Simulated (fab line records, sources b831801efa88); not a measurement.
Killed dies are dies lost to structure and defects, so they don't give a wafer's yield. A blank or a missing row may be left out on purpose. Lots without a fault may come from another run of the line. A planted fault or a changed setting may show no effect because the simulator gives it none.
Which tool did it? | flow sfq_line | 14 lots, 42 wafers sampled, at 2 steps of a route of 325

WHAT THE GAUGES READ, wafer by wafer
SFQ_M8_BOW_MEAS_951.
lot  | measured     | on            | M8_BOW (um)
L636 | day 86 05:22 | film_metro-04 | 2 8 3
L637 | day 87 02:30 | film_metro-02 | 7 12 7
L640 | day 87 16:21 | film_metro-02 | 14 0 13
L643 | day 89 09:25 | film_metro-04 | 22 15 12
L644 | day 89 11:53 | film_metro-02 | -2 5 4
L647 | day 89 22:37 | film_metro-03 | 17 -6 21
L649 | day 90 07:01 | film_metro-04 | 37 41 24
L651 | day 90 16:44 | film_metro-04 | 12 -2 2
L650 | day 94 01:56 | film_metro-03 | -6 0 -6
L652 | day 94 09:56 | film_metro-02 | 30 15 26
L653 | day 94 10:57 | film_metro-02 | 6 -6 1
L657 | day 95 22:10 | film_metro-04 | 7 23 6
L658 | day 96 13:48 | film_metro-03 | -5 1 -2
L659 | day 96 16:10 | film_metro-03 | -3 -9 7

WHICH TOOL RAN EACH LOT (tool, then ch and the chambers of the sampled wafers, then the start)
lot  | SFQ_TRILAYER_I7_VIA_LITHO_COAT_192
L636 | litho_track-04 ch 0, day 81 19:17
L637 | litho_track-04 ch 0, day 82 15:47
L640 | litho_track-03 ch 0, day 83 04:28
L643 | litho_track-02 ch 0, day 84 16:53
L644 | litho_track-02 ch 0, day 84 20:02
L647 | litho_track-03 ch 0, day 85 10:53
L649 | litho_track-03 ch 0, day 85 23:15
L651 | litho_track-03 ch 0, day 86 12:39
L650 | litho_track-03 ch 0, day 86 16:53
L652 | litho_track-04 ch 0, day 87 02:12
L653 | litho_track-02 ch 0, day 87 04:03
L657 | litho_track-03 ch 0, day 92 08:03
L658 | litho_track-03 ch 0, day 93 03:42
L659 | litho_track-04 ch 0, day 93 06:36
- SFQ_TRILAYER_I7_VIA_LITHO_COAT_192: resist thk 62 nm.

WHAT THE TOOLS THEMSELVES READ (means of the sampled wafers that have a number; where no wafer has one, the mark that the record gives instead)
SFQ_TRILAYER_I7_VIA_LITHO_COAT_192.
lot  | tool           | spin_speed_rpm (rpm)
L636 | litho_track-04 | 2998.9
L637 | litho_track-04 | 3002.4
L640 | litho_track-03 | 2999.0
L643 | litho_track-02 | 3000.7
L644 | litho_track-02 | 3000.1
L647 | litho_track-03 | 3000.0
L649 | litho_track-03 | 2997.1
L651 | litho_track-03 | 3193.7
L650 | litho_track-03 | 3198.0
L652 | litho_track-04 | 2999.5
L653 | litho_track-02 | 2997.1
L657 | litho_track-03 | 3001.2
L658 | litho_track-03 | 2997.6
L659 | litho_track-04 | 2999.7

THE ANSWER, worked out from the rows above alone
Rule: what is usual is taken from the lots themselves. Put in order of their means at a reading, lots are off if they are a third of the lots or fewer, leave a main group of 4 or more, and stand apart from it by a gap of 3 or more times the standard deviation of the main group's means; of several such gaps the widest counts. A main group whose means are all the same, to the digits that the tables above print for the reading, isn't used. A lot without any number at a reading at which 4 lots or more have one is off too. The other lots that the step has rows for count as sound. The gauges are gone through in route order, then the tools' own readings, and for those a lot's mean is taken as printed above. The first step at which some lot is off is used, and at that step the reading that is off furthest; a lot without a number counts as furthest.
Off: L651, L650, at SFQ_TRILAYER_I7_VIA_LITHO_COAT_192 (spin_speed_rpm). The main group: mean 2999.4 rpm, standard deviation 1.6.
A tool fits if, at that step or a process step before it, it ran every lot that is off, and no sound lot after the first of them. None of those tried fits.

WHAT THE SIMULATOR HAD PUT IN
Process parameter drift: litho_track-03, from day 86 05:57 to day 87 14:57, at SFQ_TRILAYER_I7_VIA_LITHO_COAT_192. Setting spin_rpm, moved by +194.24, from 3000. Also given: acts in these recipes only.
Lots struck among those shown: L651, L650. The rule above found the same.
